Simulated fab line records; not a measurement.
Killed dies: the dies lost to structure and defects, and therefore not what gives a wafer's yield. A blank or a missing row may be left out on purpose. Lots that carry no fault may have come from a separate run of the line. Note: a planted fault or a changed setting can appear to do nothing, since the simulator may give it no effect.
Matching of chambers + flow gf180mcu + GF_STI_CMP_25 on cmp-02: 4 sister chambers
The step polishes, stops on Si3N4, t overpolish 33 s, target thk 524.6 nm. 8 wafers are shown with their chamber, then 8 later ones without.

## WAFERS, EACH WITH ITS CHAMBER
| wafer  | chamber | motor-current-A (A) | time-to-endpoint-s (s) |
|--------|---------|---------------------|------------------------|
| L849.2 | 0       | 13.1                | 121                    |
| L852.6 | 2       | 12.5                | 127                    |
| L855.3 | 0       | 12.9                | 118                    |
| L855.4 | 3       | 11.6                | 123                    |
| L856.2 | 1       | 9.5                 | 122                    |
| L856.4 | 3       | 12.8                | 127                    |
| L856.6 | 1       | 9.9                 | 121                    |
| L859.1 | 2       | 12.3                | 123                    |

## WAFERS WITHOUT THEIR CHAMBER
| wafer  | motor-current-A (A) | time-to-endpoint-s (s) |
|--------|---------------------|------------------------|
| L859.3 | 9.8                 | 121                    |
| L859.6 | 11.9                | 121                    |
| L862.1 | 9.6                 | 127                    |
| L862.3 | 11.7                | 128                    |
| L862.6 | 12.2                | 127                    |
| L871.1 | 13.6                | 122                    |
| L871.4 | 9.7                 | 118                    |
| L871.5 | 9.8                 | 118                    |

## WHICH CHAMBER EACH WENT THROUGH
| wafer  | from the rows above          | in truth |
|--------|------------------------------|----------|
| L859.3 | 1                            | 1        |
| L859.6 | can't be placed: 3 or 2 or 0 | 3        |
| L862.1 | 1                            | 1        |
| L862.3 | can't be placed: 3 or 2      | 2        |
| L862.6 | can't be placed: 3 or 2      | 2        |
| L871.1 | can't be placed: 0 or 2 or 3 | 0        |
| L871.4 | 1                            | 1        |
| L871.5 | 1                            | 1        |
4 of 8 placed correctly. Not placeable from these rows: 4 (in 4, the candidates include the true chamber). Number placed wrongly: 0.
How it was worked out, from the rows above alone: a wafer's distance from a chamber is the root of the sum, over the readings, of the square of ((its reading less the chamber's mean) divided by the reading's scatter). If the next closest chamber is less than 2 further off than the closest, the wafer can't be placed; otherwise it belongs to the closest. Each chamber's mean is taken over the wafers shown for it. The scatter: the root of (the sum of the squares of (reading less its chamber's mean) over the shown wafers, divided by (wafers less chambers)).
